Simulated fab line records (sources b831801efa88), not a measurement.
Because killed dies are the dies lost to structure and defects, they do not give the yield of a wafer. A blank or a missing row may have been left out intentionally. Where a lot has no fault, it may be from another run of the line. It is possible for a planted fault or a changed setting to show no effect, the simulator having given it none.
fab line records -- flow gf180mcu
record: lots: 7, wafers: 21, last-day: 34
route steps=602 shown VT_IMPLANT@123 MVSD@136 NWELL@137 LVPWELL@138 MVPSD@139
lots untouched by any fault: they come from a run of this same line in which no faults occurred
start-h: hours from the record's opening day to when the first of the lot's shown wafers began -- wait-h: hours since the lot's step before -- " identical to the entry in the row above -- L1.1+2: one row covering several wafers at once -- - no value, or no start was given -- * or withheld: withheld -- < > ~ a bound
route shown NAME@n: NAME is a module with steps in the file, n the number in the route of the first one -- usual: mean/standard deviation taken from wafers without a fault -- same: alike in all rows -- chamber/n: place in a boat -- sites: readings site by site -- _std_site: their standard deviation -- _edge_site: the outer-site mean with the inner-site mean subtracted -- radius-mm: for every site, how far away it sits from the centre of the wafer -- mask NAME#n: copy n -- behind: the tool/chamber that last shaped the wafer -- hold: cause of the lot's hold/its duration in hours/its outcome -- device: whichever transistor did not switch (one of n, p or np) -- end of line: the route-end tests of the same wafers -- a step without rows: its recipe alone -- killed: dies lost to structure and defects at the first sort, not the wafer's yield -- map: a wafer's dies, marking killed ones x, the rest . and places with no die _
set.NAME: the setting that was run; set.NAME@STEP: the one run at that earlier step -- model.NAME: the simulator's own value behind a step, which no gauge read
a table for each step, a row for each wafer; lots at some steps of the route
services: a tool's chamber out of use, with start hour (start-h, from the record's first day; less than 0 if before it), hours out, and reason
== steps ==
step: GF_VT_IMPLANT_DEHYDRATE_33
recipe: temp-c: 200, time-s: 60
step: GF_VT_IMPLANT_HMDS_34
recipe: prime-time-s: 60, prime-temp-c: 120
step: GF_VT_IMPLANT_COAT_35
recipe: resist: NOVOLAK, spin-rpm: 3000, resist-thk-nm: 1000
step: GF_VT_IMPLANT_SOFTBAKE_36
recipe: temp-c: 90, time-s: 60, resist: NOVOLAK
step: GF_VT_IMPLANT_EXPOSE_37
recipe: mask-id: Nwell_HV_AREA, target-cd-nm: 860, na: 0.6, source-shape: conventional, sigma-outer: 0.6, dose-mj: 140
step: GF_VT_IMPLANT_PEB_38
recipe: temp-c: withheld, time-s: *, resist: NOVOLAK
step: GF_VT_IMPLANT_DEVELOP_39
recipe: develop-time-s: 60, dev-temp-c: 23
step: GF_VT_IMPLANT_OVL_MEAS_40
usual: VT_IMPLANT_03_OVL: -1.2/1.3
lot.wafer,tool,chamber,start-h,wait-h,VT_IMPLANT_03_OVL[nm]
L821.1,overlay-02,-,155.93,0.1,-0.4
L821.2,overlay-02,-,155.93,0.1,-1.1
L821.3,overlay-02,-,155.93,0.1,-1.5
L833.2,overlay-01,-,237.61,0.1,-2.9
L833.4,overlay-01,-,237.61,0.1,-3.6
L833.6,overlay-01,-,237.61,0.1,-3.2
L834.1,overlay-02,-,245.53,0.1,0.1
L834.2,overlay-02,-,245.53,0.1,-0.2
L834.5,overlay-02,-,245.53,0.1,0.5
L835.2,overlay-02,-,253.82,0.1,-1.7
L835.4,overlay-02,-,253.82,0.1,-0.4
L835.5,overlay-02,-,253.82,0.1,0.3
L836.2,overlay-01,-,260.97,0.1,-1.7
L836.4,overlay-01,-,260.97,0.1,-2.6
L836.5,overlay-01,-,260.97,0.1,-1.3
L842.1,overlay-01,-,299.61,0.1,0.1
L842.3,overlay-01,-,299.61,0.1,0.1
L842.5,overlay-01,-,299.61,0.1,0.3
L844.2,overlay-01,-,312.31,0.1,-0.7
L844.4,overlay-01,-,312.31,0.1,-1.5
L844.6,overlay-01,-,312.31,0.1,-0.1
step: GF_VT_IMPLANT_IMPLANT_41
recipe: species: As, energy-kev: 70, dose-cm2: 1.013e+12, tilt-deg: 7
step: GF_VT_IMPLANT_STRIP_42
recipe: chemistry: O2/N2, power-w: 1400, pressure-mtorr: 1500, platen-temp-c: 250, o2-flow-sccm: 3000, n2-flow-sccm: 300, overash-fraction: 0.5
usual: chamber-pressure-mTorr: 1500.0/1.5, drypump-motor-current-A: 5.8/0.53, heater-power-w: 327/39, o2-flow-sccm: 3001/8.5, oes-product-au: 0.716/0.0045, strip-time-to-endpoint-s: 12.63/0.042
lot.wafer,tool,chamber,start-h,wait-h,chamber-pressure-mTorr,drypump-motor-current-A,heater-power-w,o2-flow-sccm,oes-product-au,rf-hours-counter-h,strip-time-to-endpoint-s
L821.1,plasma-asher-01,1,156.12,0.1,1499.4,6.0,376,3005,0.704,51,12.68
L821.2,plasma-asher-01,0,156.12,0.1,1501.5,5.3,289,3023,0.717,51,12.65
L821.3,plasma-asher-01,1,156.12,0.1,1500.6,6.0,367,3005,0.716,-,12.62
L833.2,plasma-asher-04,1,237.79,0.1,1500.2,5.3,289,3009,0.712,48,12.64
L833.4,plasma-asher-04,1,237.79,0.1,1499.0,5.2,287,3015,0.717,-,12.64
L833.6,plasma-asher-04,1,237.79,0.1,1502.0,5.2,292,3006,0.718,-,12.60
L834.1,plasma-asher-03,0,245.71,0.1,1499.9,6.6,315,3014,0.718,12,12.71
L834.2,plasma-asher-03,1,245.71,0.1,1499.7,6.6,363,2990,0.714,12,12.69
L834.5,plasma-asher-03,0,245.71,0.1,1501.6,6.6,315,2989,0.719,-,12.70
L835.2,plasma-asher-01,0,254.00,0.1,1502.3,5.3,283,3002,0.724,62,12.72
L835.4,plasma-asher-01,1,254.00,0.1,1498.0,6.1,396,2991,0.727,-,12.69
L835.5,plasma-asher-01,0,254.00,0.1,1499.3,5.3,275,3014,0.710,-,12.71
L836.2,plasma-asher-04,1,261.15,0.1,1500.2,5.2,292,3011,0.725,50,12.59
L836.4,plasma-asher-04,0,261.15,0.1,1499.6,5.6,331,2994,0.726,-,12.65
L836.5,plasma-asher-04,1,261.15,0.1,1499.3,5.2,296,3014,0.721,-,12.69
L842.1,plasma-asher-03,0,299.80,0.1,1497.4,6.6,321,3000,0.715,19,12.68
L842.3,plasma-asher-03,0,299.80,0.1,1500.5,6.6,319,3003,0.713,-,12.65
L842.5,plasma-asher-03,0,299.80,0.1,1497.4,6.6,313,2991,0.716,-,12.68
L844.2,plasma-asher-04,0,312.49,0.1,1498.4,5.7,318,2987,0.713,56,12.66
L844.4,plasma-asher-04,0,312.49,0.1,1500.4,5.6,320,2985,0.720,-,12.66
L844.6,plasma-asher-04,1,312.49,0.1,1501.5,5.2,291,3006,0.714,-,12.62
step: GF_VT_IMPLANT_TW_MEAS_43
usual: VT_IMPLANT_4_TW: 691/6.8
lot.wafer,tool,chamber,start-h,wait-h,VT_IMPLANT_4_TW
L821.1,film-metro-03,-,156.22,0.1,698
L821.2,film-metro-03,-,156.22,0.1,695
L821.3,film-metro-03,-,156.22,0.1,694
L833.2,film-metro-02,-,237.90,0.1,685
L833.4,film-metro-02,-,237.90,0.1,684
L833.6,film-metro-02,-,237.90,0.1,681
L834.1,film-metro-01,-,245.81,0.1,696
L834.2,film-metro-01,-,245.81,0.1,700
L834.5,film-metro-01,-,245.81,0.1,697
L835.2,film-metro-02,-,254.11,0.1,684
L835.4,film-metro-02,-,254.11,0.1,685
L835.5,film-metro-02,-,254.11,0.1,685
L836.2,film-metro-01,-,261.26,0.1,699
L836.4,film-metro-01,-,261.26,0.1,696
L836.5,film-metro-01,-,261.26,0.1,696
L842.1,film-metro-02,-,299.90,0.1,684
L842.3,film-metro-02,-,299.90,0.1,681
L842.5,film-metro-02,-,299.90,0.1,682
L844.2,film-metro-02,-,312.60,0.1,687
L844.4,film-metro-02,-,312.60,0.1,692
L844.6,film-metro-02,-,312.60,0.1,686
step: GF_VT_IMPLANT_CLEAN_44
recipe: chemistry: SC1/SC2, mix: 1:4:20, temp-c: 70, time-s: 150, dry: n2-spin
step: GF_VT_IMPLANT_RTA_45
recipe: temp-c: 1050, time-s: 30, ambient: N2
usual: anneal-temp-c-max: 1055.1/0.95, chamber-o2-ppm: 2.000/0.023, lamp-power-pct: 37.11/0.19, wafer_temp_C_max: 1053.6/1.2
lot.wafer,tool,chamber,start-h,wait-h,anneal-temp-c-max,chamber-o2-ppm,lamp-power-pct,wafer_temp_C_max
L821.1,rtp-anneal-01,0,156.33,0.0,1054.6,1.971,37.29,1052.3
L821.2,rtp-anneal-01,0,156.33,0.0,1054.7,1.957,37.33,1052.5
L821.3,rtp-anneal-01,0,156.33,0.0,1056.1,1.979,37.28,1054.1
L833.2,rtp-anneal-01,-,238.02,0.0,-,-,-,-
L833.4,rtp-anneal-01,-,238.02,0.0,-,-,-,-
L833.6,rtp-anneal-01,-,238.02,0.0,-,-,-,-
L834.1,rtp-anneal-02,-,245.93,0.0,-,-,-,-
L834.2,rtp-anneal-02,-,245.93,0.0,-,-,-,-
L834.5,rtp-anneal-02,-,245.93,0.0,-,-,-,-
L835.2,rtp-anneal-02,-,254.23,0.0,-,-,-,-
L835.4,rtp-anneal-02,-,254.23,0.0,-,-,-,-
L835.5,rtp-anneal-02,-,254.23,0.0,-,-,-,-
L836.2,rtp-anneal-02,0,261.38,0.0,1055.0,1.996,36.91,1054.9
L836.4,rtp-anneal-02,0,261.38,0.0,1056.0,2.000,36.89,1056.1
L836.5,rtp-anneal-02,0,261.38,0.0,1055.8,1.981,36.92,1053.9
L842.1,rtp-anneal-01,0,300.01,0.0,1054.3,2.041,37.24,1054.2
L842.3,rtp-anneal-01,0,300.01,0.0,1054.7,1.975,37.22,1052.7
L842.5,rtp-anneal-01,0,300.01,0.0,1055.9,2.014,37.31,1052.5
L844.2,rtp-anneal-02,0,312.72,0.0,1054.8,1.933,36.88,1054.4
L844.4,rtp-anneal-02,0,312.72,0.0,1055.9,1.969,36.96,1053.8
L844.6,rtp-anneal-02,0,312.72,0.0,1054.8,1.993,36.91,1054.2
step: GF_VT_IMPLANT_RS_MEAS_46
recipe: thk-meas-gauge: four-point-probe
usual: MVSD_RS: 457.2/1.2
lot.wafer,tool,chamber,start-h,wait-h,MVSD_RS[ohm/sq]
L821.1,film-metro-03,-,156.43,0.1,457.4
L821.2,film-metro-03,-,156.43,0.1,459.0
L821.3,film-metro-03,-,156.43,0.1,456.5
L833.2,film-metro-02,-,238.12,0.1,133.1
L833.4,film-metro-02,-,238.12,0.1,132.7
L833.6,film-metro-02,-,238.12,0.1,133.0
L834.1,film-metro-03,-,246.03,0.1,133.1
L834.2,film-metro-03,-,246.03,0.1,133.1
L834.5,film-metro-03,-,246.03,0.1,132.7
L835.2,film-metro-03,-,254.33,0.1,133.0
L835.4,film-metro-03,-,254.33,0.1,132.9
L835.5,film-metro-03,-,254.33,0.1,133.2
L836.2,film-metro-04,-,261.48,0.1,457.3
L836.4,film-metro-04,-,261.48,0.1,458.4
L836.5,film-metro-04,-,261.48,0.1,457.7
L842.1,film-metro-02,-,300.11,0.1,456.4
L842.3,film-metro-02,-,300.11,0.1,457.5
L842.5,film-metro-02,-,300.11,0.1,457.7
L844.2,film-metro-03,-,312.82,0.1,457.8
L844.4,film-metro-03,-,312.82,0.1,458.2
L844.6,film-metro-03,-,312.82,0.1,458.4
step: GF_VT_IMPLANT_RS_MEAS_47
recipe: thk-meas-gauge: four-point-probe
usual: NWELL_RS: 488.3/1.1
lot.wafer,tool,chamber,start-h,wait-h,NWELL_RS[ohm/sq]
L821.1,film-metro-03,-,156.55,0.1,487.5
L821.2,film-metro-03,-,156.55,0.1,489.4
L821.3,film-metro-03,-,156.55,0.1,489.0
L833.2,film-metro-02,-,238.24,0.1,133.1
L833.4,film-metro-02,-,238.24,0.1,133.2
L833.6,film-metro-02,-,238.24,0.1,132.8
L834.1,film-metro-03,-,246.15,0.1,133.2
L834.2,film-metro-03,-,246.15,0.1,133.2
L834.5,film-metro-03,-,246.15,0.1,133.2
L835.2,film-metro-03,-,254.45,0.1,132.9
L835.4,film-metro-03,-,254.45,0.1,132.8
L835.5,film-metro-03,-,254.45,0.1,133.2
L836.2,film-metro-04,-,261.60,0.1,488.8
L836.4,film-metro-04,-,261.60,0.1,489.1
L836.5,film-metro-04,-,261.60,0.1,487.7
L842.1,film-metro-02,-,300.23,0.1,487.0
L842.3,film-metro-02,-,300.23,0.1,488.1
L842.5,film-metro-02,-,300.23,0.1,488.3
L844.2,film-metro-03,-,312.94,0.1,488.0
L844.4,film-metro-03,-,312.94,0.1,488.5
L844.6,film-metro-03,-,312.94,0.1,487.2
step: GF_VT_IMPLANT_RS_MEAS_48
recipe: thk-meas-gauge: four-point-probe
usual: LVPWELL_RS: 1197.7/2.9
lot.wafer,tool,chamber,start-h,wait-h,LVPWELL_RS[ohm/sq]
L821.1,film-metro-03,-,156.67,0.1,1200.1
L821.2,film-metro-03,-,156.67,0.1,1200.4
L821.3,film-metro-03,-,156.67,0.1,1202.8
L833.2,film-metro-02,-,238.36,0.1,132.9
L833.4,film-metro-02,-,238.36,0.1,133.1
L833.6,film-metro-02,-,238.36,0.1,133.0
L834.1,film-metro-03,-,246.27,0.1,133.1
L834.2,film-metro-03,-,246.27,0.1,132.9
L834.5,film-metro-03,-,246.27,0.1,132.9
L835.2,film-metro-03,-,254.57,0.1,133.0
L835.4,film-metro-03,-,254.57,0.1,133.0
L835.5,film-metro-03,-,254.57,0.1,132.9
L836.2,film-metro-04,-,261.72,0.1,1198.4
L836.4,film-metro-04,-,261.72,0.1,1199.7
L836.5,film-metro-04,-,261.72,0.1,1197.4
L842.1,film-metro-02,-,300.35,0.1,1199.0
L842.3,film-metro-02,-,300.35,0.1,1198.2
L842.5,film-metro-02,-,300.35,0.1,1194.0
L844.2,film-metro-03,-,313.06,0.1,1201.1
L844.4,film-metro-03,-,313.06,0.1,1201.8
L844.6,film-metro-03,-,313.06,0.1,1197.9
step: GF_VT_IMPLANT_RS_MEAS_49
recipe: thk-meas-gauge: four-point-probe
usual: MVPSD_RS: 1170.2/2.6
lot.wafer,tool,chamber,start-h,wait-h,MVPSD_RS[ohm/sq]
L821.1,film-metro-03,-,156.79,0.1,1167.0
L821.2,film-metro-03,-,156.79,0.1,1169.9
L821.3,film-metro-03,-,156.79,0.1,1170.2
L833.2,film-metro-02,-,238.48,0.1,133.0
L833.4,film-metro-02,-,238.48,0.1,133.0
L833.6,film-metro-02,-,238.48,0.1,133.1
L834.1,film-metro-03,-,246.39,0.1,133.2
L834.2,film-metro-03,-,246.39,0.1,132.9
L834.5,film-metro-03,-,246.39,0.1,132.9
L835.2,film-metro-03,-,254.69,0.1,133.2
L835.4,film-metro-03,-,254.69,0.1,133.0
L835.5,film-metro-03,-,254.69,0.1,133.3
L836.2,film-metro-04,-,261.84,0.1,1167.5
L836.4,film-metro-04,-,261.84,0.1,1165.8
L836.5,film-metro-04,-,261.84,0.1,1165.4
L842.1,film-metro-02,-,300.47,0.1,1170.4
L842.3,film-metro-02,-,300.47,0.1,1169.9
L842.5,film-metro-02,-,300.47,0.1,1168.7
L844.2,film-metro-03,-,313.18,0.1,1173.3
L844.4,film-metro-03,-,313.18,0.1,1172.7
L844.6,film-metro-03,-,313.18,0.1,1169.0
step: GF_VT_IMPLANT_WET_ETCH_50
recipe: chemistry: dHF, target-depth-nm: 20, target: SiO2, temp-c: 25, dilution: 100:1, time-s: 400
== services ==
tool,chamber,start-h,hours,kind
plasma-asher-03,-,137.58,1.4,repair
plasma-asher-03,-,160.63,4.0,repair
plasma-asher-03,-,200.33,2.7,repair
plasma-asher-03,-,262.77,1.6,repair
plasma-asher-01,-,267.88,6.8,repair
plasma-asher-04,-,271.22,2.1,repair
== key ==
first-sign: step: GF_VT_IMPLANT_RTA_45, reading: tool-record, direction: missing
effect: step: GF_VT_IMPLANT_RS_MEAS_46, reading: MVSD_RS, direction: down, sigmas: 99+, usual: 457.2, struck: 133.0
effect: step: GF_VT_IMPLANT_RS_MEAS_47, reading: NWELL_RS, direction: down, sigmas: 99+, usual: 488.3, struck: 133.1
effect: step: GF_VT_IMPLANT_RS_MEAS_48, reading: LVPWELL_RS, direction: down, sigmas: 99+, usual: 1197.7, struck: 133.0
effect: step: GF_VT_IMPLANT_RS_MEAS_49, reading: MVPSD_RS, direction: down, sigmas: 99+, usual: 1170.2, struck: 133.1
met-at GF_VT_IMPLANT_RTA_45
struck-wafers L833.2,L833.4,L833.6,L834.1,L834.2,L834.5,L835.2,L835.4,L835.5
later-rows-left-out L833.2,L833.4,L833.6,L834.1,L834.2,L834.5,L835.2,L835.4,L835.5
sort-left-out L833.2,L833.4,L833.6,L834.1,L834.2,L834.5,L835.2,L835.4,L835.5
tester-left-out L833,L834,L835
onset-between 156.33 238.02
fault: kind: skipped-step-whole, tool: rtp-anneal-01,rtp-anneal-02, chamber: -, onset-h: 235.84, steps: GF_VT_IMPLANT_RTA_45, scope: struck-lots-only
tester-left-out: of these lots the tester's yield and bins aren't shown, on N5 and GAA mostly nor the transistor test; their killed dies are dies lost to structure and defects alone, not to doping, threshold or leakage, so they don't give the yield
sort-left-out: the simulated sort isn't trusted on such a fault, so these wafers' sort isn't shown, and their yield isn't known
later-rows-left-out: the simulator's readings of these wafers behind a module that went badly wrong aren't trusted and aren't shown, but for the sort
